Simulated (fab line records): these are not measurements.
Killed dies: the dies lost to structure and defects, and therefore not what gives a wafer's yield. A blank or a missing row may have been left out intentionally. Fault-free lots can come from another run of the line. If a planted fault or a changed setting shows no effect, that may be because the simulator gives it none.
One fault seen from 2 desks    flow gf180mcu    numbers are kept per desk, each desk with only its own; the story behind them comes last

== FROM THE METROLOGY DESK ==
Means of the sampled wafers that have a number, per lot and without regard to the tool the lot ran on: this is what the gauges read. A lot is out of limits, marked OUT, if its mean lies more than 4 standard deviations from the usual mean; the brackets give that distance.
Columns: A = V3_BOW at GF_V3_BOW_MEAS_05, usual 117 um; B = V3_W_RS at GF_V3_RS_MEAS_24, usual 0.329 ohm/sq; C = V3_W_THK at GF_V3_THK_MEAS_25, usual 345 nm
lot   first seen here  A    B                 C
L423  day 21 01:38     131  0.337             333
L424  day 21 10:17     112  0.328             346
L425  day 21 22:22     108  0.331             339
L428  day 22 23:50     119  0.335             334
L429  day 23 15:04     124  0.350 (+5.4) OUT  325
L438  day 26 23:55     115  0.326             348
L439  day 27 07:49     112  0.330             348
L441  day 27 17:11     112  0.327             344
L442  day 28 01:14     103  0.327             343
L443  day 28 01:32     120  0.327             343
L444  day 28 10:57     127  0.327             348
L446  day 28 18:08     110  0.329             341
This desk reports L429 out of limits; the earliest was L429 at day 24 14:21 (V3_W_RS at GF_V3_RS_MEAS_24). In limits: L423, L424, L425, L428, L438, L439, L441, L442, L443, L444, L446.

== AT THE TOOL OWNER'S DESK: cvdW-01 ==
The tool's own readings at GF_V3_CVD_23 (deposits W, target thk 350 nm, time 104.9 s): means of the sampled wafers that have a number, for each lot that ran on this tool. A lot is out of limits, marked OUT, if its mean lies more than 4 standard deviations from the usual mean; the brackets give that distance.
Columns: A = heaterPowerW at GF_V3_CVD_23, usual 815 W
lot   first seen here  A
L423  day 22 02:43     757
L425  day 22 22:25     815
L428  day 23 23:09     809
L429  day 24 14:13     767
L439  day 28 04:49     820
L441  day 28 14:34     764
L443  day 28 21:18     766
Finding of this desk: none of the 7 lots has anything out of limits.

== PUT TOGETHER ==
L429 would have let the metrology desk raise an alarm at day 24 14:21.
The tool owner's desk saw nothing out of limits.
On record at the tool owner's desk: L429, within its limits.
GF_V3_CVD_23 was run on cvdW-01 by each of the lots named.

== WHAT WAS PUT IN BY THE SIMULATOR ==
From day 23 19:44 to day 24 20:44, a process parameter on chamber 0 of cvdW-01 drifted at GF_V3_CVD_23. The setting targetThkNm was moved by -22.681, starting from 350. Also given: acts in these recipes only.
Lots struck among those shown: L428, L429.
Delay in hours, fault start to first out-of-limits reading, per desk: metrology desk 19.
